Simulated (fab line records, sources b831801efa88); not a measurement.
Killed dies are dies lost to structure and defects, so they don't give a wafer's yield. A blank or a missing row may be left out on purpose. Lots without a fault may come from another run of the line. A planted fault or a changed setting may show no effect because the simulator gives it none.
fab line records | flow gf180mcu | part 1 of 2: steps 1 to 31 of 42
record lots=5 wafers=15 last_day=34
route steps=602 shown NSD@235 PSD@248 SAB@264
lots that met no fault: from a run of the same line without faults
start_h: hours from the record's first day to the start of the lot's first wafer shown | wait_h: hours since the lot's step before | " the same as in the row above | L1.1+2: a row that stands for several wafers | - no value, or no start given | * or withheld: withheld | < > ~ a bound
route shown NAME@n: a module of which the file shows steps, and the number in the route of the first | usual: mean/standard deviation of fault-free wafers | same: alike in all rows | chamber/n: place in a boat | sites: the reading at each site | _std_site: their standard deviation | _edge_site: outer sites' mean less inner sites' | radius_mm: how far each site lies from the wafer's centre | mask NAME#n: copy n | behind: the tool/chamber that last shaped the wafer | hold: why the lot was held/for how many hours/how that ended | device: the transistor (n, p or np) that didn't switch | end of line: the same wafers' tests at the end of the route | a step without rows: its recipe alone | killed: dies lost to structure and defects at the first sort, not the wafer's yield | map: a wafer's dies, x killed, . not, _ none there
set.NAME: the setting as run; set.NAME@STEP: as run at that earlier step | model.NAME: the simulator's own value behind a step, which no gauge read
lots at some steps of the route; a table a step, a row a wafer
services: from which hour (start_h, from the record's first day; less than 0 if before it) a tool's chamber was out of use, for how many hours, and why
## steps
# step GF_NSD_DEHYDRATE_00
# recipe temp_c=200 time_s=60
# usual plate_temp_C=200.08/0.15
# columns lot.wafer tool chamber start_h wait_h plate_temp_C
L075.1 litho_track-02 0 292.04 8.9 200.16
L075.2 " 0 " " 200.25
L075.3 " 0 " " 200.13
L085.3 litho_track-01 0 373.06 11.0 200.23
L085.4 " 0 " " 200.18
L085.5 " 0 " " 200.34
L091.3 litho_track-01 0 423.86 10.8 200.06
L091.4 " 0 " " 199.93
L091.5 " 0 " " 200.06
L093.1 litho_track-03 0 444.58 12.3 200.07
L093.3 " 0 " " 200.38
L093.4 " 0 " " 200.27
L096.3 litho_track-01 0 464.16 11.8 200.19
L096.5 " 0 " " 200.05
L096.6 " 0 " " 200.38
# step GF_NSD_HMDS_01
# recipe prime_time_s=60 prime_temp_c=120
# usual prime_temp_c=120.04/0.12
# columns lot.wafer tool chamber start_h wait_h prime_temp_c
L075.1 litho_track-02 0 292.19 0.1 119.92
L075.2 " 0 " " 119.91
L075.3 " 0 " " 119.94
L085.3 litho_track-01 0 373.21 0.1 119.93
L085.4 " 0 " " 119.89
L085.5 " 0 " " 119.95
L091.3 litho_track-01 0 424.01 0.1 120.16
L091.4 " 0 " " 120.01
L091.5 " 0 " " 120.05
L093.1 litho_track-03 0 444.73 0.1 119.91
L093.3 " 0 " " 119.80
L093.4 " 0 " " 119.93
L096.3 litho_track-01 0 464.31 0.1 119.95
L096.5 " 0 " " 120.04
L096.6 " 0 " " 120.09
# step GF_NSD_COAT_02
# recipe resist=NOVOLAK spin_rpm=3000 resist_thk_nm=1000
# columns lot.wafer tool chamber start_h wait_h
L075.1+2+3 litho_track-02 0 292.34 0.1
L085.3+4+5 litho_track-01 0 373.36 0.1
L091.3+4+5 litho_track-01 0 424.16 0.1
L093.1+3+4 litho_track-03 0 444.88 0.1
L096.3+5+6 litho_track-01 0 464.46 0.1
# step GF_NSD_SOFTBAKE_03
# recipe temp_c=90 time_s=60 resist=NOVOLAK
# usual plate_temp_C=90.02/0.12
# columns lot.wafer tool chamber start_h wait_h plate_temp_C
L075.1 litho_track-02 0 292.49 0.1 89.98
L075.2 " 0 " " 90.14
L075.3 " 0 " " 90.00
L085.3 litho_track-01 0 373.51 0.1 89.90
L085.4 " 0 " " 89.93
L085.5 " 0 " " 89.93
L091.3 litho_track-01 0 424.31 0.1 90.08
L091.4 " 0 " " 90.09
L091.5 " 0 " " 89.87
L093.1 litho_track-03 0 445.03 0.1 90.16
L093.3 " 0 " " 89.87
L093.4 " 0 " " 90.24
L096.3 litho_track-01 0 464.61 0.1 89.99
L096.5 " 0 " " 90.08
L096.6 " 0 " " 90.06
# step GF_NSD_EXPOSE_04
# recipe mask_id=Nplus target_cd_nm=400 na=0.6 source_shape=conventional sigma_outer=0.6 dose_mj=140
# same na=0.6
# columns lot.wafer tool chamber start_h wait_h mask
L075.1+2+3 iline_stepper-01 0 - - Nplus#0
L085.3+4+5 iline_stepper-01 0 - - Nplus#0
L091.3+4+5 iline_stepper-01 0 - - Nplus#0
L093.1+3+4 iline_stepper-02 0 - - Nplus#0
L096.3+5+6 iline_stepper-01 0 - - Nplus#0
# step GF_NSD_PEB_05
# recipe temp_c=withheld time_s=* resist=NOVOLAK
# columns lot.wafer tool chamber start_h wait_h
L075.1+2+3 litho_track-01 0 - -
L085.3+4+5 litho_track-02 0 - -
L091.3+4+5 litho_track-02 0 - -
L093.1+3+4 litho_track-03 0 - -
L096.3+5+6 litho_track-03 0 - -
# step GF_NSD_DEVELOP_06
# recipe develop_time_s=60 dev_temp_c=23
# columns lot.wafer tool chamber start_h wait_h
L075.1+2+3 litho_track-01 0 302.32 0.1
L085.3+4+5 litho_track-02 0 384.39 0.1
L091.3+4+5 litho_track-02 0 436.44 0.1
L093.1+3+4 litho_track-03 0 456.38 0.1
L096.3+5+6 litho_track-03 0 476.98 0.1
# step GF_NSD_CD_MEAS_07
# recipe target_cd_nm=400
# usual cd_nm=399.7/2.2
# columns lot.wafer tool chamber start_h wait_h cd_nm
L075.1 cd_sem-02 - 302.47 0.1 401.1
L075.2 " - " " 397.9
L075.3 " - " " 399.5
L085.3 cd_sem-01 - 384.53 0.1 401.7
L085.4 " - " " 402.8
L085.5 " - " " 401.7
L091.3 cd_sem-02 - 436.58 0.1 399.5
L091.4 " - " " 396.9
L091.5 " - " " 400.7
L093.1 cd_sem-01 - 456.53 0.1 402.2
L093.3 " - " " 404.9
L093.4 " - " " 402.5
L096.3 cd_sem-02 - 477.12 0.1 398.1
L096.5 " - " " 399.3
L096.6 " - " " 397.7
# step GF_NSD_OVL_MEAS_08
# usual NSD_OVL=-2.2/1.4
# columns lot.wafer tool chamber start_h wait_h NSD_OVL[nm]
L075.1 overlay-02 - 302.59 0.1 -2.4
L075.2 " - " " -2.8
L075.3 " - " " -2.6
L085.3 overlay-02 - 384.62 0.1 -3.6
L085.4 " - " " -3.1
L085.5 " - " " -2.2
L091.3 overlay-02 - 436.67 0.1 -3.7
L091.4 " - " " -2.9
L091.5 " - " " -3.6
L093.1 overlay-01 - 456.65 0.1 -2.2
L093.3 " - " " 0.0
L093.4 " - " " -1.9
L096.3 overlay-01 - 477.21 0.1 -1.6
L096.5 " - " " -0.9
L096.6 " - " " -0.8
# step GF_NSD_IMPLANT_09
# recipe species=As energy_kev=60 dose_cm2=4e+15 tilt_deg=7
# same implant_ion_amu=75
# columns lot.wafer tool chamber start_h wait_h
L075.1+2+3 implanter-02 0 302.62 0.0
L085.3+4+5 implanter-04 0 384.69 0.1
L091.3+4+5 implanter-02 0 436.74 0.1
L093.1+3+4 implanter-02 0 456.68 0.0
L096.3+5+6 implanter-01 0 477.28 0.1
# step GF_NSD_IMPLANT_10
# recipe species=P energy_kev=40 dose_cm2=5e+14 tilt_deg=7
# same implant_ion_amu=31
# columns lot.wafer tool chamber start_h wait_h
L075.1+2+3 implanter-02 0 302.77 0.1
L085.3+4+5 implanter-04 0 384.84 0.1
L091.3+4+5 implanter-02 0 436.89 0.1
L093.1+3+4 implanter-02 0 456.83 0.1
L096.3+5+6 implanter-01 0 477.43 0.1
# step GF_NSD_STRIP_11
# recipe chemistry=O2/N2 power_w=1400 pressure_mtorr=1500 platen_temp_c=250 o2_flow_sccm=3000 n2_flow_sccm=300 overash_fraction=0.5
# usual drypump_motor_current_A=5.60/0.22 heater_power_w=331/25 oes_product_au=0.487/0.0047 platen_temp_c=250.01/0.19 strip_time_to_endpoint_s=22.99/0.041
# columns lot.wafer tool chamber start_h wait_h drypump_motor_current_A heater_power_w oes_product_au platen_temp_c rf_hours_counter_h strip_time_to_endpoint_s
L075.1 plasma_asher-02 0 302.92 0.1 6.03 309 0.494 250.14 68 23.01
L075.2 " 1 " " 5.31 330 0.485 250.03 68 23.03
L075.3 " 0 " " 5.96 304 0.488 250.11 - 23.02
L085.3 plasma_asher-04 1 384.98 0.1 5.37 376 0.494 250.29 - 23.02
L085.4 " 0 " " 5.65 321 0.494 249.83 - 23.03
L085.5 " 0 " " 5.63 314 0.488 249.84 - 23.04
L091.3 plasma_asher-03 1 437.03 0.1 5.51 324 0.488 250.26 - 23.05
L091.4 " 0 " " 5.80 334 0.489 250.10 - 23.05
L091.5 " 1 " " 5.50 316 0.492 250.29 - 23.04
L093.1 plasma_asher-04 1 456.98 0.1 5.34 373 0.490 249.97 35 22.99
L093.3 " 1 " " 5.36 380 0.485 249.83 - 22.98
L093.4 " 0 " " 5.65 320 0.492 250.01 - 22.98
L096.3 plasma_asher-04 0 477.57 0.1 5.65 310 0.488 250.01 - 22.97
L096.5 " 0 " " 5.65 324 0.485 249.85 - 23.00
L096.6 " 1 " " 5.37 379 0.485 250.35 - 23.01
# step GF_NSD_TW_MEAS_12
# usual NSD_TW=4303/29
# columns lot.wafer tool chamber start_h wait_h NSD_TW
L075.1 film_metro-02 - 303.02 0.1 4310
L075.2 " - " " 4304
L075.3 " - " " 4296
L085.3 film_metro-02 - 385.06 0.1 4278
L085.4 " - " " 4268
L085.5 " - " " 4265
L091.3 film_metro-01 - 437.11 0.1 4313
L091.4 " - " " 4306
L091.5 " - " " 4321
L093.1 film_metro-02 - 457.08 0.1 4254
L093.3 " - " " 4264
L093.4 " - " " 4245
L096.3 film_metro-04 - 477.65 0.1 4330
L096.5 " - " " 4309
L096.6 " - " " 4317
# step GF_PSD_DEHYDRATE_00
# recipe temp_c=200 time_s=60
# usual plate_temp_C=200.00/0.16
# columns lot.wafer tool chamber start_h wait_h plate_temp_C
L075.1 litho_track-03 0 312.33 9.3 200.00
L075.2 " 0 " " 200.19
L075.3 " 0 " " 199.80
L085.3 litho_track-01 0 396.26 11.2 199.94
L085.4 " 0 " " 199.84
L085.5 " 0 " " 199.80
L091.3 litho_track-04 0 448.87 11.7 200.14
L091.4 " 0 " " 199.82
L091.5 " 0 " " 200.07
L093.1 litho_track-03 0 468.83 11.7 200.39
L093.3 " 0 " " 200.03
L093.4 " 0 " " 200.02
L096.3 litho_track-01 0 488.61 11.0 199.67
L096.5 " 0 " " 199.51
L096.6 " 0 " " 199.94
# step GF_PSD_HMDS_01
# recipe prime_time_s=60 prime_temp_c=120
# usual prime_temp_c=120.01/0.14
# columns lot.wafer tool chamber start_h wait_h prime_temp_c
L075.1 litho_track-03 0 312.48 0.1 120.13
L075.2 " 0 " " 120.06
L075.3 " 0 " " 119.90
L085.3 litho_track-01 0 396.41 0.1 120.09
L085.4 " 0 " " 119.93
L085.5 " 0 " " 120.08
L091.3 litho_track-04 0 449.02 0.1 120.14
L091.4 " 0 " " 120.04
L091.5 " 0 " " 120.05
L093.1 litho_track-03 0 468.98 0.1 119.93
L093.3 " 0 " " 119.90
L093.4 " 0 " " 120.21
L096.3 litho_track-01 0 488.76 0.1 119.80
L096.5 " 0 " " 119.91
L096.6 " 0 " " 119.88
# step GF_PSD_COAT_02
# recipe resist=NOVOLAK spin_rpm=3000 resist_thk_nm=1000
# columns lot.wafer tool chamber start_h wait_h
L075.1+2+3 litho_track-03 0 312.63 0.1
L085.3+4+5 litho_track-01 0 396.56 0.1
L091.3+4+5 litho_track-04 0 449.17 0.1
L093.1+3+4 litho_track-03 0 469.13 0.1
L096.3+5+6 litho_track-01 0 488.91 0.1
# step GF_PSD_SOFTBAKE_03
# recipe temp_c=90 time_s=60 resist=NOVOLAK
# usual plate_temp_C=90.00/0.12
# columns lot.wafer tool chamber start_h wait_h plate_temp_C
L075.1 litho_track-03 0 312.78 0.1 90.01
L075.2 " 0 " " 90.09
L075.3 " 0 " " 90.11
L085.3 litho_track-01 0 396.71 0.1 90.03
L085.4 " 0 " " 89.91
L085.5 " 0 " " 90.16
L091.3 litho_track-04 0 449.32 0.1 89.97
L091.4 " 0 " " 89.99
L091.5 " 0 " " 89.97
L093.1 litho_track-03 0 469.28 0.1 90.23
L093.3 " 0 " " 89.89
L093.4 " 0 " " 90.16
L096.3 litho_track-01 0 489.06 0.1 90.11
L096.5 " 0 " " 89.99
L096.6 " 0 " " 89.91
# step GF_PSD_EXPOSE_04
# recipe mask_id=Pplus target_cd_nm=400 na=0.6 source_shape=conventional sigma_outer=0.6 dose_mj=140
# same na=0.6
# columns lot.wafer tool chamber start_h wait_h mask
L075.1+2+3 iline_stepper-02 0 - - Pplus#0
L085.3+4+5 iline_stepper-01 0 - - Pplus#0
L091.3+4+5 iline_stepper-01 0 - - Pplus#0
L093.1+3+4 iline_stepper-01 0 - - Pplus#0
L096.3+5+6 iline_stepper-02 0 - - Pplus#0
# step GF_PSD_PEB_05
# recipe temp_c=withheld time_s=* resist=NOVOLAK
# columns lot.wafer tool chamber start_h wait_h
L075.1+2+3 litho_track-03 0 - -
L085.3+4+5 litho_track-04 0 - -
L091.3+4+5 litho_track-01 0 - -
L093.1+3+4 litho_track-03 0 - -
L096.3+5+6 litho_track-03 0 - -
# step GF_PSD_DEVELOP_06
# recipe develop_time_s=60 dev_temp_c=23
# columns lot.wafer tool chamber start_h wait_h
L075.1+2+3 litho_track-03 0 322.83 0.1
L085.3+4+5 litho_track-04 0 408.27 0.1
L091.3+4+5 litho_track-01 0 461.21 0.1
L093.1+3+4 litho_track-03 0 481.23 0.1
L096.3+5+6 litho_track-03 0 501.43 0.1
# step GF_PSD_CD_MEAS_07
# recipe target_cd_nm=400
# usual cd_nm=400.4/2.1
# columns lot.wafer tool chamber start_h wait_h cd_nm
L075.1 cd_sem-02 - 322.98 0.1 402.5
L075.2 " - " " 403.4
L075.3 " - " " 401.1
L085.3 cd_sem-01 - 408.41 0.1 401.4
L085.4 " - " " 395.8
L085.5 " - " " 398.3
L091.3 cd_sem-02 - 461.35 0.1 402.8
L091.4 " - " " 402.1
L091.5 " - " " 402.3
L093.1 cd_sem-02 - 481.38 0.1 396.5
L093.3 " - " " 396.0
L093.4 " - " " 399.7
L096.3 cd_sem-01 - 501.57 0.1 399.5
L096.5 " - " " 400.5
L096.6 " - " " 400.3
# step GF_PSD_OVL_MEAS_08
# usual PSD_OVL=0.0/1.2
# columns lot.wafer tool chamber start_h wait_h PSD_OVL[nm]
L075.1 overlay-01 - 323.10 0.1 -2.2
L075.2 " - " " -2.3
L075.3 " - " " -2.1
L085.3 overlay-02 - 408.50 0.1 1.3
L085.4 " - " " 1.7
L085.5 " - " " 1.6
L091.3 overlay-02 - 461.45 0.1 -1.1
L091.4 " - " " -0.6
L091.5 " - " " 0.6
L093.1 overlay-01 - 481.50 0.1 0.6
L093.3 " - " " -0.3
L093.4 " - " " 0.2
L096.3 overlay-01 - 501.66 0.1 0.4
L096.5 " - " " 0.7
L096.6 " - " " 1.0
# step GF_PSD_IMPLANT_09
# recipe species=BF2 energy_kev=40 dose_cm2=1.5e+15 tilt_deg=7
# same implant_ion_amu=49
# columns lot.wafer tool chamber start_h wait_h
L075.1+2+3 implanter-04 0 323.13 0.0
L085.3+4+5 implanter-04 0 408.58 0.1
L091.3+4+5 implanter-01 0 461.52 0.1
L093.1+3+4 implanter-03 0 481.53 0.0
L096.3+5+6 implanter-04 0 501.73 0.1
# step GF_PSD_STRIP_10
# recipe chemistry=O2/N2 power_w=1400 pressure_mtorr=1500 platen_temp_c=250 o2_flow_sccm=3000 n2_flow_sccm=300 overash_fraction=0.5
# usual drypump_motor_current_A=5.71/0.29 heater_power_w=342/49 oes_product_au=0.592/0.0048 platen_temp_c=250.00/0.19 strip_time_to_endpoint_s=16.54/0.037
# columns lot.wafer tool chamber start_h wait_h drypump_motor_current_A heater_power_w oes_product_au platen_temp_c rf_hours_counter_h strip_time_to_endpoint_s
L075.1 plasma_asher-03 1 323.28 0.1 5.51 320 0.589 250.03 55 16.57
L075.2 " 0 " " 5.78 325 0.589 250.08 55 16.53
L075.3 " 0 " " 5.80 339 0.585 249.99 - 16.58
L085.3 plasma_asher-01 0 408.71 0.1 5.56 467 0.592 249.72 - 16.51
L085.4 " 1 " " 6.21 331 0.587 249.71 - 16.49
L085.5 " 1 " " 6.22 343 0.596 249.54 - 16.47
L091.3 plasma_asher-03 1 461.65 0.1 5.52 323 0.599 249.92 - 16.55
L091.4 " 0 " " 5.76 332 0.597 250.04 - 16.52
L091.5 " 1 " " 5.55 323 0.590 249.71 - 16.53
L093.1 plasma_asher-02 1 481.68 0.1 5.30 325 0.591 249.80 87 16.53
L093.3 " 0 " " 6.01 296 0.599 249.76 - 16.55
L093.4 " 1 " " 5.32 328 0.594 250.25 - 16.52
L096.3 plasma_asher-02 0 501.87 0.1 6.01 309 0.589 250.31 - 16.49
L096.5 " 1 " " 5.31 332 0.601 250.05 - 16.56
L096.6 " 0 " " 6.02 297 0.591 249.59 - 16.47
# step GF_PSD_TW_MEAS_11
# usual PSD_TW=3215/28
# columns lot.wafer tool chamber start_h wait_h PSD_TW
L075.1 film_metro-02 - 323.38 0.1 3165
L075.2 " - " " 3177
L075.3 " - " " 3174
L085.3 film_metro-02 - 408.80 0.1 3210
L085.4 " - " " 3209
L085.5 " - " " 3210
L091.3 film_metro-04 - 461.74 0.1 3239
L091.4 " - " " 3232
L091.5 " - " " 3208
L093.1 film_metro-02 - 481.78 0.1 3168
L093.3 " - " " 3166
L093.4 " - " " 3171
L096.3 film_metro-02 - 501.95 0.1 3159
L096.5 " - " " 3189
L096.6 " - " " 3162
# step GF_PSD_CLEAN_12
# recipe chemistry=SC1/SC2 mix=1:4:20 temp_c=70 time_s=150 dry=n2_spin
# usual bath_heat_duty_pct=13.6/1.4
# columns lot.wafer tool chamber start_h wait_h bath_heat_duty_pct
L075.1 wet_bench-02 3 323.44 0.1 13.7
L075.2 " 3 " " 14.6
L075.3 " 3 " " 14.0
L085.3 wet_bench-01 3 408.86 0.1 16.9
L085.4 " 3 " " 17.4
L085.5 " 3 " " 17.9
L091.3 wet_bench-03 0 461.78 0.0 13.8
L091.4 " 0 " " 13.5
L091.5 " 0 " " 14.4
L093.1 wet_bench-01 1 481.84 0.1 16.3
L093.3 " 1 " " 13.7
L093.4 " 1 " " 15.9
L096.3 wet_bench-03 1 501.99 0.0 13.5
L096.5 " 1 " " 14.0
L096.6 " 1 " " 13.1
# step GF_PSD_RTA_13
# recipe temp_c=1025 time_s=20 ambient=N2
# usual wafer_temp_C_max=1029.7/1.1
# same lamp_power_pct=40
# columns lot.wafer tool chamber start_h wait_h wafer_temp_C_max
L075.1 rtp_anneal-01 0 323.49 0.0 1031.2
L075.2 " 0 " " 1031.3
L075.3 " 0 " " 1030.1
L085.3 rtp_anneal-01 0 408.95 0.0 1029.9
L085.4 " 0 " " 1030.5
L085.5 " 0 " " 1030.5
L091.3 rtp_anneal-01 0 461.86 0.0 1030.7
L091.4 " 0 " " 1032.8
L091.5 " 0 " " 1032.3
L093.1 rtp_anneal-01 0 481.89 0.0 1030.6
L093.3 " 0 " " 1028.6
L093.4 " 0 " " 1030.2
L096.3 rtp_anneal-01 0 502.12 0.0 1030.5
L096.5 " 0 " " 1030.2
L096.6 " 0 " " 1029.8
# step GF_PSD_RS_MEAS_14
# recipe thk_meas_gauge=four-point-probe
# usual NSD_RS=46.10/0.082
# columns lot.wafer tool chamber start_h wait_h NSD_RS[ohm/sq]
L075.1 film_metro-02 - 323.58 0.1 46.04
L075.2 " - " " 46.04
L075.3 " - " " 46.03
L085.3 film_metro-01 - 409.04 0.1 46.12
L085.4 " - " " 46.03
L085.5 " - " " 46.03
L091.3 film_metro-04 - 461.95 0.1 46.01
L091.4 " - " " 46.06
L091.5 " - " " 46.12
L093.1 film_metro-01 - 481.98 0.1 46.18
L093.3 " - " " 46.26
L093.4 " - " " 46.21
L096.3 film_metro-04 - 502.22 0.1 46.20
L096.5 " - " " 46.03
L096.6 " - " " 46.15
# step GF_PSD_RS_MEAS_15
# recipe thk_meas_gauge=four-point-probe
# usual PSD_RS=108.48/0.26
# columns lot.wafer tool chamber start_h wait_h PSD_RS[ohm/sq]
L075.1 film_metro-02 - 323.70 0.1 108.48
L075.2 " - " " 108.63
L075.3 " - " " 108.20
L085.3 film_metro-01 - 409.16 0.1 108.25
L085.4 " - " " 108.28
L085.5 " - " " 108.36
L091.3 film_metro-04 - 462.07 0.1 108.45
L091.4 " - " " 108.44
L091.5 " - " " 108.33
L093.1 film_metro-01 - 482.10 0.1 108.98
L093.3 " - " " 108.59
L093.4 " - " " 108.66
L096.3 film_metro-04 - 502.34 0.1 108.67
L096.5 " - " " 108.75
L096.6 " - " " 109.00
# step GF_SAB_CVD_00
# recipe material=SiO2 target_thk_nm=50 precursor=TEOS temp_c=400 time_s=4.9302 rf_w=600
# usual heater_power_w=728/87
# columns lot.wafer tool chamber start_h wait_h heater_power_w
L075.1 pecvd-04 2 323.82 0.1 649
L075.2 " 0 " " 881
L075.3 " 1 " " 867
L085.3 pecvd-01 0 409.24 0.1 661
L085.4 " 1 " " 644
L085.5 " 2 " " 804
L091.3 pecvd-01 1 462.15 0.1 569
L091.4 " 2 " " 792
L091.5 " 1 " " 551
L093.1 pecvd-04 0 482.22 0.1 846
L093.3 " 1 " " 774
L093.4 " 2 " " 635
L096.3 pecvd-03 2 502.42 0.1 710
L096.5 " 2 " " 721
L096.6 " 1 " " 743
# step GF_SAB_THK_MEAS_01
# recipe reads=SiO2_of_SAB_CVD_00
# usual SAB_CVD_00_THK=49.8/0.7
# columns lot.wafer tool chamber start_h wait_h SAB_CVD_00_THK[nm]
L075.1 film_metro-02 - 323.84 0.0 49.0
L075.2 " - " " 48.6
L075.3 " - " " 48.7
L085.3 film_metro-01 - 409.28 0.0 49.8
L085.4 " - " " 49.3
L085.5 " - " " 51.3
L091.3 film_metro-01 - 462.19 0.0 47.8
L091.4 " - " " 49.3
L091.5 " - " " 48.5
L093.1 film_metro-03 - 482.23 0.0 49.9
L093.3 " - " " 49.7
L093.4 " - " " 50.4
L096.3 film_metro-01 - 502.45 0.0 48.6
L096.5 " - " " 50.1
L096.6 " - " " 49.4
